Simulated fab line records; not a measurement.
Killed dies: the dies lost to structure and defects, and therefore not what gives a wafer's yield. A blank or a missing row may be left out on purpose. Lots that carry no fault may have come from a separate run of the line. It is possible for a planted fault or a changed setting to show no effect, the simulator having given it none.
Which tool did it? + flow gf180mcu + Sampling: 11 lots, 33 wafers, 2 of 602 route steps

== WHAT THE GAUGES SHOWED, per wafer ==
GF_M3_RS_MEAS_05: measures by four-point-probe.
| lot  | measured     | on            | M3_ALCU_RS (ohm/sq)  |
|------|--------------|---------------|----------------------|
| L264 | day 20 11:21 | film metro-04 | 0.0708 0.0712 0.0718 |
| L266 | day 21 08:58 | film metro-02 | 0.0704 0.0705 0.0716 |
| L267 | day 21 16:11 | film metro-03 | 0.0700 0.0696 0.0704 |
| L268 | day 22 00:15 | film metro-03 | 0.0702 0.0685 0.0691 |
| L272 | day 23 14:22 | film metro-03 | 0.0703 0.0706 0.0703 |
| L276 | day 25 04:59 | film metro-02 | 0.0722 0.0716 0.0725 |
| L278 | day 26 05:54 | film metro-04 | 0.0776 0.0750 0.0769 |
| L282 | day 26 19:34 | film metro-04 | 0.0738 0.0755 0.0761 |
| L283 | day 27 03:34 | film metro-04 | 0.0708 0.0711 0.0713 |
| L284 | day 27 19:56 | film metro-03 | 0.0694 0.0704 0.0700 |
| L286 | day 28 06:10 | film metro-03 | 0.0703 0.0713 0.0703 |

== WHAT TOOL EACH LOT RAN ON (gives the tool, then ch and the chambers of the sampled wafers, and finally the start) ==
| lot  | GF_M3_SPUTTER_02             |
|------|------------------------------|
| L264 | pvd sputter-02, day 20 11:16 |
| L266 | pvd sputter-01, day 21 08:53 |
| L267 | pvd sputter-03, day 21 16:04 |
| L268 | pvd sputter-01, day 22 00:08 |
| L272 | pvd sputter-01, day 23 14:16 |
| L276 | pvd sputter-02, day 25 04:52 |
| L278 | pvd sputter-01, day 26 05:49 |
| L282 | pvd sputter-01, day 26 19:26 |
| L283 | pvd sputter-02, day 27 03:28 |
| L284 | pvd sputter-02, day 27 19:49 |
| L286 | pvd sputter-03, day 28 06:02 |
- GF_M3_SPUTTER_02: material AlCu, target thk 450 nm, time 23.9 s.

== THE ANSWER, worked out from the rows above alone ==
Rule: the usual values come from the lots themselves. The widest of any qualifying gaps counts: lots, ordered by their means at a reading, are off when they make up no more than a third of the lots, leave a main group of 4 or more, and stand apart from it by 3 or more times the standard deviation of that group's means. The tables above print the reading to a certain number of digits; a main group whose means all agree to those digits is not used. Also off: a lot with no number at a reading for which 4 or more lots have one. The other lots that the step has rows for count as sound.
Off: L278, L282, seen at GF_M3_RS_MEAS_05 (M3_ALCU_RS). For the main group the mean is 0.0706 ohm/sq and the standard deviation 0.00079.
A tool fits if, at a process step before that reading, it ran every lot that is off, and no sound lot after the first of them. The gauges at GF_M3_RS_MEAS_05 are tried like those tools. One fits: GF_M3_SPUTTER_02 on pvd sputter-01. Its last sound lot is L272 (day 23 14:16), its first lot that is off L278 (day 26 05:49): a fault that began between those two fits.

== WHAT THE SIMULATOR HAD INSERTED ==
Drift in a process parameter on pvd sputter-01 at GF_M3_SPUTTER_02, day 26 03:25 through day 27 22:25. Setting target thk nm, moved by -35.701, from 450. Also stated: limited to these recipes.
Lots struck among those shown: L278, L282. The rule above found the same.
